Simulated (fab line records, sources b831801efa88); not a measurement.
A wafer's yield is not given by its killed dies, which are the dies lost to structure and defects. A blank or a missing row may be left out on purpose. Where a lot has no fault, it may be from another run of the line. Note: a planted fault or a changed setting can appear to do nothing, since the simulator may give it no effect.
fab line records -- flow sky130
record: lots: 11, wafers: 33, last-day: 50
route steps=708 shown LDD_N@246 CONTACT@420 METAL1@452
lots that met no fault: from a run of the same line without faults
start-h: hours from the record's first day to the start of the lot's first wafer shown -- wait-h: hours from the lot's prior step to this one -- " repeats the value in the row above -- L1.1+2: one row covering several wafers at once -- - either no value or no given start -- * or withheld: withheld -- < > ~ a bound
route shown NAME@n: NAME is a module with steps in the file, n the number in the route of the first one -- usual: mean and standard deviation over wafers with no fault -- same: alike in all rows -- chamber/n: place in a boat -- sites: readings site by site -- _std_site: the standard deviation of these -- _edge_site: the outer-site mean with the inner-site mean subtracted -- radius-mm: for every site, how far away it sits from the centre of the wafer -- mask NAME#n: copy n -- behind: tool/chamber where the wafer was last shaped -- hold: cause of the lot's hold/its duration in hours/its outcome -- device: the transistor (n, p or np) that didn't switch -- end of line: the same wafers' tests at the end of the route -- a step given without rows: its recipe and nothing more -- killed: dies that structure and defects cost at the first sort, which is not the same as the wafer's yield -- map: the dies of a wafer, with x for killed, . for not killed, _ for no die there
set.NAME: the setting as run; set.NAME@STEP: as run at that earlier step -- model.NAME: the simulator's own value behind a step, which no gauge read
steps of the route over a sample of lots; a table a step, a row a wafer
services: from which hour (start-h, from the record's first day; less than 0 if before it) a tool's chamber was out of use, for how many hours, and why
== steps ==
step: SKY_LDD_N_IMPLANT_09
recipe: species: As, energy-kev: 20, dose-cm2: 7.5e+13, tilt-deg: withheld, rotation-deg: 113
usual: dose-ions-cm2: 7.498e+13/7.8e+10, faraday-current-uA: 423/8.6
lot.wafer,tool,chamber,start-h,wait-h,dose-ions-cm2,faraday-current-uA
L975.1,implanter-02,0,404.74,0.1,7.493e+13,433
L975.3,implanter-02,0,404.74,0.1,7.486e+13,416
L975.6,implanter-02,0,404.74,0.1,7.499e+13,423
L981.1,implanter-03,0,465.66,0.1,7.519e+13,427
L981.2,implanter-03,0,465.66,0.1,7.515e+13,422
L981.6,implanter-03,0,465.66,0.1,7.514e+13,437
L982.3,implanter-03,0,470.59,0.1,7.501e+13,424
L982.4,implanter-03,0,470.59,0.1,7.511e+13,433
L982.5,implanter-03,0,470.59,0.1,7.51e+13,424
L983.1,implanter-03,0,478.39,0.1,7.507e+13,419
L983.3,implanter-03,0,478.39,0.1,7.508e+13,444
L983.6,implanter-03,0,478.39,0.1,7.505e+13,405
L984.2,implanter-02,0,489.76,0.1,7.495e+13,435
L984.3,implanter-02,0,489.76,0.1,7.513e+13,418
L984.4,implanter-02,0,489.76,0.1,7.506e+13,409
L985.1,implanter-02,0,496.26,0.1,7.491e+13,419
L985.5,implanter-02,0,496.26,0.1,7.504e+13,430
L985.6,implanter-02,0,496.26,0.1,7.493e+13,431
L989.4,implanter-02,0,523.43,0.1,9.59e+13,546
L989.5,implanter-02,0,523.43,0.1,9.596e+13,550
L989.6,implanter-02,0,523.43,0.1,9.581e+13,526
L990.1,implanter-03,0,539.64,0.1,7.49e+13,425
L990.2,implanter-03,0,539.64,0.1,7.482e+13,417
L990.4,implanter-03,0,539.64,0.1,7.49e+13,424
L991.1,implanter-02,0,547.51,0.1,9.579e+13,541
L991.4,implanter-02,0,547.51,0.1,9.572e+13,554
L991.6,implanter-02,0,547.51,0.1,9.589e+13,550
L997.2,implanter-04,0,598.37,0.1,7.483e+13,419
L997.4,implanter-04,0,598.37,0.1,7.5e+13,431
L997.6,implanter-04,0,598.37,0.1,7.488e+13,432
L998.4,implanter-03,0,604.82,0.1,7.499e+13,427
L998.5,implanter-03,0,604.82,0.1,7.494e+13,426
L998.6,implanter-03,0,604.82,0.1,7.495e+13,427
step: SKY_LDD_N_STRIP_16
recipe: chemistry: O2/N2, power-w: 1400, pressure-mtorr: 1500, platen-temp-c: withheld, o2-flow-sccm: 3000, n2-flow-sccm: 300, overash-fraction: 0.5
usual: drypump-motor-current-A: 6.2/0.44, o2-flow-sccm: 2998/8.9, oes-product-au: 0.410/0.0049, strip-time-to-endpoint-s: 4.393/0.014
lot.wafer,tool,chamber,start-h,wait-h,drypump-motor-current-A,o2-flow-sccm,oes-product-au,rf-hours-counter-h,strip-time-to-endpoint-s
L975.1,plasma-asher-03,0,405.79,0.1,5.7,2999,0.403,71,4.384
L975.3,plasma-asher-03,0,405.79,0.1,5.7,2994,0.412,-,4.384
L975.6,plasma-asher-03,1,405.79,0.1,6.4,2995,0.412,-,4.385
L981.1,plasma-asher-01,0,466.71,0.1,6.7,2992,0.401,4,4.399
L981.2,plasma-asher-01,1,466.71,0.1,6.4,2989,0.412,4,4.380
L981.6,plasma-asher-01,0,466.71,0.1,6.7,2991,0.413,-,4.374
L982.3,plasma-asher-01,1,471.62,0.1,6.4,3003,0.416,-,4.385
L982.4,plasma-asher-01,0,471.62,0.1,6.7,3008,0.416,-,4.372
L982.5,plasma-asher-01,0,471.62,0.1,6.7,3009,0.409,-,4.377
L983.1,plasma-asher-02,0,479.44,0.1,6.0,2984,0.411,31,4.389
L983.3,plasma-asher-02,1,479.44,0.1,5.4,2995,0.407,-,4.391
L983.6,plasma-asher-02,1,479.44,0.1,5.4,2988,0.404,-,4.372
L984.2,plasma-asher-01,0,490.79,0.1,6.7,3004,0.410,5,4.418
L984.3,plasma-asher-01,1,490.79,0.1,6.4,3001,0.415,-,4.391
L984.4,plasma-asher-01,0,490.79,0.1,6.7,3002,0.408,-,4.388
L985.1,plasma-asher-03,1,497.31,0.1,6.4,3010,0.419,80,4.407
L985.5,plasma-asher-03,0,497.31,0.1,5.6,3004,0.408,-,4.405
L985.6,plasma-asher-03,1,497.31,0.1,6.4,3003,0.404,-,4.402
L989.4,plasma-asher-01,0,524.44,0.1,6.7,2999,0.408,-,4.466
L989.5,plasma-asher-01,1,524.44,0.1,6.4,2986,0.402,-,4.455
L989.6,plasma-asher-01,0,524.44,0.1,6.7,3003,0.415,-,4.457
L990.1,plasma-asher-01,1,540.69,0.1,6.4,2996,0.409,11,4.388
L990.2,plasma-asher-01,0,540.69,0.1,6.7,2990,0.405,11,4.395
L990.4,plasma-asher-01,0,540.69,0.1,6.7,2997,0.411,-,4.390
L991.1,plasma-asher-01,0,548.56,0.1,6.7,3010,0.409,12,4.447
L991.4,plasma-asher-01,0,548.56,0.1,6.7,3000,0.408,-,4.446
L991.6,plasma-asher-01,0,548.56,0.1,6.7,2992,0.413,-,4.448
L997.2,plasma-asher-01,1,599.39,0.1,6.4,2995,0.414,17,4.402
L997.4,plasma-asher-01,1,599.39,0.1,6.4,3002,0.402,-,4.391
L997.6,plasma-asher-01,0,599.39,0.1,6.7,3000,0.414,-,4.384
L998.4,plasma-asher-01,1,605.83,0.1,6.4,2997,0.403,-,4.407
L998.5,plasma-asher-01,0,605.83,0.1,6.7,2990,0.404,-,4.427
L998.6,plasma-asher-01,1,605.83,0.1,6.4,2988,0.409,-,4.405
step: SKY_CONTACT_CD_MEAS_14
recipe: target-cd-nm: 170
usual: cd-nm: 170.7/1.4
lot.wafer,tool,chamber,start-h,wait-h,cd-nm
L975.1,cd-sem-02,-,741.23,-,172.5
L975.3,cd-sem-02,-,741.23,-,171.6
L975.6,cd-sem-02,-,741.23,-,172.6
L981.1,cd-sem-02,-,791.67,-,173.1
L981.2,cd-sem-02,-,791.67,-,172.4
L981.6,cd-sem-02,-,791.67,-,171.8
L982.3,cd-sem-01,-,796.13,-,169.2
L982.4,cd-sem-01,-,796.13,-,169.4
L982.5,cd-sem-01,-,796.13,-,170.3
L983.1,cd-sem-02,-,804.14,-,171.7
L983.3,cd-sem-02,-,804.14,-,170.7
L983.6,cd-sem-02,-,804.14,-,170.0
L984.2,cd-sem-02,-,813.64,-,168.8
L984.3,cd-sem-02,-,813.64,-,168.7
L984.4,cd-sem-02,-,813.64,-,168.8
L985.1,cd-sem-02,-,816.77,-,169.8
L985.5,cd-sem-02,-,816.77,-,167.8
L985.6,cd-sem-02,-,816.77,-,168.3
L989.4,cd-sem-01,-,842.51,-,171.3
L989.5,cd-sem-01,-,842.51,-,171.9
L989.6,cd-sem-01,-,842.51,-,171.2
L990.1,cd-sem-02,-,857.94,-,170.3
L990.2,cd-sem-02,-,857.94,-,171.3
L990.4,cd-sem-02,-,857.94,-,169.1
L991.1,cd-sem-02,-,865.00,-,168.9
L991.4,cd-sem-02,-,865.00,-,171.1
L991.6,cd-sem-02,-,865.00,-,169.3
L997.2,cd-sem-01,-,903.49,-,169.9
L997.4,cd-sem-01,-,903.49,-,169.6
L997.6,cd-sem-01,-,903.49,-,169.4
L998.4,cd-sem-02,-,910.90,-,170.8
L998.5,cd-sem-02,-,910.90,-,171.2
L998.6,cd-sem-02,-,910.90,-,171.7
step: SKY_CONTACT_ETCH_16
recipe: chemistry: N2/H2, target: BARC, ion-energy-ev: 200, source-w: 500, bias-w: 100, pressure-mtorr: 30, n2-flow-sccm: 100, h2-flow-sccm: 200, stop-on: SiO2, time-s: 45.9, target-depth-a: 600
usual: drypump-motor-current-A: 5.7/0.38, oes-product-au: 0.855/0.0045, throttle-valve-pct: 13.225/0.009
lot.wafer,tool,chamber,start-h,wait-h,drypump-motor-current-A,oes-product-au,rf-hours-counter-h,throttle-valve-pct
L975.1,rie-diel-04,3,741.39,0.0,6.1,0.851,13,13.209
L975.3,rie-diel-04,0,741.39,0.0,6.1,0.858,22,13.206
L975.6,rie-diel-04,0,741.39,0.0,6.1,0.856,-,13.230
L981.1,rie-diel-02,0,791.82,0.0,5.7,0.856,2,13.217
L981.2,rie-diel-02,1,791.82,0.0,5.0,0.856,8,13.244
L981.6,rie-diel-02,1,791.82,0.0,5.0,0.855,-,13.207
L982.3,rie-diel-04,2,796.24,0.0,5.1,0.860,4,13.214
L982.4,rie-diel-04,0,796.24,0.0,6.1,0.849,23,13.246
L982.5,rie-diel-04,2,796.24,0.0,5.1,0.852,-,13.208
L983.1,rie-diel-01,2,804.29,0.0,5.8,0.852,21,13.221
L983.3,rie-diel-01,0,804.29,0.0,5.4,0.849,4,13.213
L983.6,rie-diel-01,1,804.29,0.0,5.6,0.847,-,13.229
L984.2,rie-diel-01,2,813.77,0.0,5.8,0.857,21,13.221
L984.3,rie-diel-01,3,813.77,0.0,6.1,0.853,11,13.233
L984.4,rie-diel-01,1,813.77,0.0,5.6,0.849,3,13.233
L985.1,rie-diel-02,2,816.92,0.0,5.8,0.848,1,13.220
L985.5,rie-diel-02,1,816.92,0.0,5.0,0.855,-,13.214
L985.6,rie-diel-02,0,816.92,0.0,5.7,0.856,-,13.227
L989.4,rie-diel-02,2,842.61,0.0,5.8,0.851,2,13.240
L989.5,rie-diel-02,3,842.61,0.0,5.9,0.860,-,13.230
L989.6,rie-diel-02,0,842.61,0.0,5.7,0.851,-,13.219
L990.1,rie-diel-01,2,858.09,0.0,5.8,0.851,23,13.222
L990.2,rie-diel-01,1,858.09,0.0,5.6,0.855,5,13.223
L990.4,rie-diel-01,0,858.09,0.0,5.3,0.854,5,13.235
L991.1,rie-diel-04,3,865.16,0.0,6.1,0.842,18,13.215
L991.4,rie-diel-04,0,865.16,0.0,6.1,0.852,26,13.208
L991.6,rie-diel-04,0,865.16,0.0,6.1,0.856,-,13.226
L997.2,rie-diel-04,2,903.63,0.0,5.1,0.855,8,13.240
L997.4,rie-diel-04,2,903.63,0.0,5.1,0.863,-,13.217
L997.6,rie-diel-04,0,903.63,0.0,6.1,0.849,-,13.206
L998.4,rie-diel-01,3,910.99,0.0,6.1,0.861,13,13.224
L998.5,rie-diel-01,3,910.99,0.0,6.1,0.857,-,13.231
L998.6,rie-diel-01,2,910.99,0.0,5.8,0.852,-,13.233
step: SKY_METAL1_ETCH_18
recipe: chemistry: N2/H2, target: BARC, ion-energy-ev: 200, bias-w: 100, pressure-mtorr: 30, n2-flow-sccm: 100, h2-flow-sccm: 200, icp-w: 500, stop-on: SiO2, time-s: 45.9, target-depth-a: 600
usual: drypump-motor-current-A: 5.6/0.34, oes-product-au: 0.855/0.0043, throttle-valve-pct: 13.225/0.0093
lot.wafer,tool,chamber,start-h,wait-h,drypump-motor-current-A,oes-product-au,rf-hours-counter-h,throttle-valve-pct
L975.1,rie-metal-02,0,770.16,0.0,5.5,0.851,5,13.238
L975.3,rie-metal-02,0,770.16,0.0,5.5,0.845,-,13.230
L975.6,rie-metal-02,0,770.16,0.0,5.5,0.851,-,13.220
L981.1,rie-metal-02,0,820.20,0.0,5.5,0.863,7,13.226
L981.2,rie-metal-02,1,820.20,0.0,5.9,0.856,12,13.228
L981.6,rie-metal-02,1,820.20,0.0,5.9,0.853,-,13.236
L982.3,rie-metal-04,0,824.06,0.1,5.6,0.847,-,13.232
L982.4,rie-metal-04,0,824.06,0.1,5.6,0.855,-,13.219
L982.5,rie-metal-04,0,824.06,0.1,5.7,0.851,-,13.208
L983.1,rie-metal-02,1,831.78,0.1,5.9,0.862,13,13.229
L983.3,rie-metal-02,1,831.78,0.1,5.9,0.858,-,13.243
L983.6,rie-metal-02,1,831.78,0.1,5.9,0.853,-,13.235
L984.2,rie-metal-04,0,842.25,0.0,5.6,0.856,2,13.231
L984.3,rie-metal-04,0,842.25,0.0,5.7,0.852,-,13.235
L984.4,rie-metal-04,1,842.25,0.0,5.4,0.858,-,13.226
L985.1,rie-metal-02,0,844.30,0.0,5.5,0.855,7,13.215
L985.5,rie-metal-02,1,844.30,0.0,6.0,0.859,-,13.237
L985.6,rie-metal-02,0,844.30,0.0,5.5,0.856,-,13.212
L989.4,rie-metal-04,0,869.91,0.0,5.6,0.860,-,13.224
L989.5,rie-metal-04,0,869.91,0.0,5.7,0.853,-,13.226
L989.6,rie-metal-04,1,869.91,0.0,5.5,0.852,-,13.225
L990.1,rie-metal-04,0,885.25,0.0,5.7,0.854,3,13.225
L990.2,rie-metal-04,1,885.25,0.0,5.4,0.857,2,13.231
L990.4,rie-metal-04,0,885.25,0.0,5.6,0.857,-,13.230
L991.1,rie-metal-01,1,893.44,0.0,5.9,0.853,13,13.229
L991.4,rie-metal-01,0,893.44,0.0,4.7,0.859,-,13.216
L991.6,rie-metal-01,1,893.44,0.0,5.9,0.854,-,13.211
L997.2,rie-metal-01,1,930.94,0.0,5.9,0.852,15,13.238
L997.4,rie-metal-01,0,930.94,0.0,4.8,0.855,-,13.211
L997.6,rie-metal-01,1,930.94,0.0,5.9,0.845,-,13.219
L998.4,rie-metal-02,1,937.02,0.0,5.9,0.855,-,13.219
L998.5,rie-metal-02,0,937.02,0.0,5.5,0.857,-,13.219
L998.6,rie-metal-02,1,937.02,0.0,5.9,0.855,-,13.235
== services ==
tool,chamber,start-h,hours,kind
rie-metal-04,-,384.24,0.3,repair
rie-metal-02,-,386.27,2.8,pm
rie-diel-04,2,397.48,1.8,repair
plasma-asher-01,-,421.33,9.0,pm
implanter-02,-,427.24,3.2,pm
plasma-asher-01,-,475.39,5.9,repair
implanter-02,-,522.49,0.6,repair
implanter-02,-,528.30,3.2,repair
implanter-02,-,566.53,3.8,repair
rie-metal-02,-,571.75,0.7,repair
implanter-03,-,588.58,8.1,pm
implanter-02,-,670.87,2.3,repair
implanter-03,-,676.51,2.3,repair
implanter-03,-,680.54,16.4,pm
implanter-02,-,702.75,1.7,repair
implanter-02,-,741.10,1.3,repair
implanter-02,-,750.97,7.1,pm
implanter-02,-,768.66,1.6,repair
plasma-asher-01,-,808.07,0.4,repair
implanter-03,-,820.76,1.7,pm
rie-metal-02,0,821.77,12.5,repair
plasma-asher-01,-,836.00,26.8,repair
implanter-03,-,861.30,2.7,repair
implanter-02,-,916.24,4.5,pm
== key ==
first-sign: step: SKY_LDD_N_IMPLANT_09, reading: dose-ions-cm2, direction: up, sigmas: 99+, usual: *, struck: *
effect: step: SKY_LDD_N_IMPLANT_09, reading: faraday-current-uA, direction: up, sigmas: 14, usual: 423, struck: 545
effect: step: SKY_LDD_N_STRIP_16, reading: strip-time-to-endpoint-s, direction: up, sigmas: 4.2, usual: *, struck: *
met-at SKY_LDD_N_IMPLANT_09
struck-lots L989,L991
tester-left-out L989,L991
not-acting-at SKY_CONTACT_CD_MEAS_14,SKY_CONTACT_ETCH_16,SKY_METAL1_ETCH_18
onset-between 496.26 523.43
fault: kind: process-parameter-drift, tool: implanter-02, chamber: -, onset-h: 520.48, steps: SKY_LDD_N_IMPLANT_09, channel: dose-cm2, offset: *, shape: step, end-h: 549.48, acts-in: *, stated: *
tester-left-out: of these lots the tester's yield and bins aren't shown, on N5 and GAA mostly nor the transistor test; their killed dies are dies lost to structure and defects alone, not to doping, threshold or leakage, so they don't give the yield
